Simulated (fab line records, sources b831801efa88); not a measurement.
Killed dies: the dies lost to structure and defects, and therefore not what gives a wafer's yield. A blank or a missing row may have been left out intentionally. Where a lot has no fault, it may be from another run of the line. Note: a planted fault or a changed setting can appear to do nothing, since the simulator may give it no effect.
Which tool is to blame? :: flow gf180mcu :: 12 lots (36 wafers sampled), 1 step of a 602-step route

== WHAT THE GAUGES READ, wafer by wafer ==
GF_HV_LDD_CD_MEAS_19 targets a cd of 400 nm.
lot: L075
measured: day 11 05:22
on: cd sem-02
cd nm (nm): 400.9 402.0 400.5

lot: L077
measured: day 12 04:09
on: cd sem-01
cd nm (nm): 400.8 399.2 399.5

lot: L079
measured: day 12 19:51
on: cd sem-01
cd nm (nm): 399.6 399.3 397.5

lot: L082
measured: day 13 11:47
on: cd sem-02
cd nm (nm): 395.1 398.0 398.2

lot: L083
measured: day 13 23:12
on: cd sem-01
cd nm (nm): 399.6 396.8 397.1

lot: L085
measured: day 14 15:24
on: cd sem-01
cd nm (nm): 406.2 405.6 405.3

lot: L087
measured: day 15 06:16
on: cd sem-01
cd nm (nm): 397.3 398.4 397.6

lot: L089
measured: day 15 21:56
on: cd sem-01
cd nm (nm): 399.6 402.3 399.9

lot: L091
measured: day 16 15:33
on: cd sem-01
cd nm (nm): 397.7 398.6 398.9

lot: L093
measured: day 17 07:35
on: cd sem-01
cd nm (nm): 398.5 400.3 398.2

lot: L095
measured: day 17 22:28
on: cd sem-02
cd nm (nm): 395.9 396.3 399.0

lot: L097
measured: day 18 17:40
on: cd sem-02
cd nm (nm): 402.4 401.1 402.6

== WHICH TOOL RAN EACH LOT (tool, then ch and the chambers of the sampled wafers, then the start) ==
The record holds no process step before these readings.

== THE ANSWER, worked out from the rows above alone ==
Rule: usual is defined by the lots themselves. Put in order of their means at a reading, lots are off if they are a third of the lots or fewer, leave a main group of 4 or more, and stand apart from it by a gap of 3 or more times the standard deviation of the main group's means; of several such gaps the widest counts. A main group whose means are all the same, to the digits that the tables above print for the reading, isn't used. Also off: a lot with no number at a reading for which 4 or more lots have one. The other lots that the step has rows for count as sound.
None of the lots is off at any reading shown; this tells nothing.

== WHAT THE SIMULATOR HAD PUT IN ==
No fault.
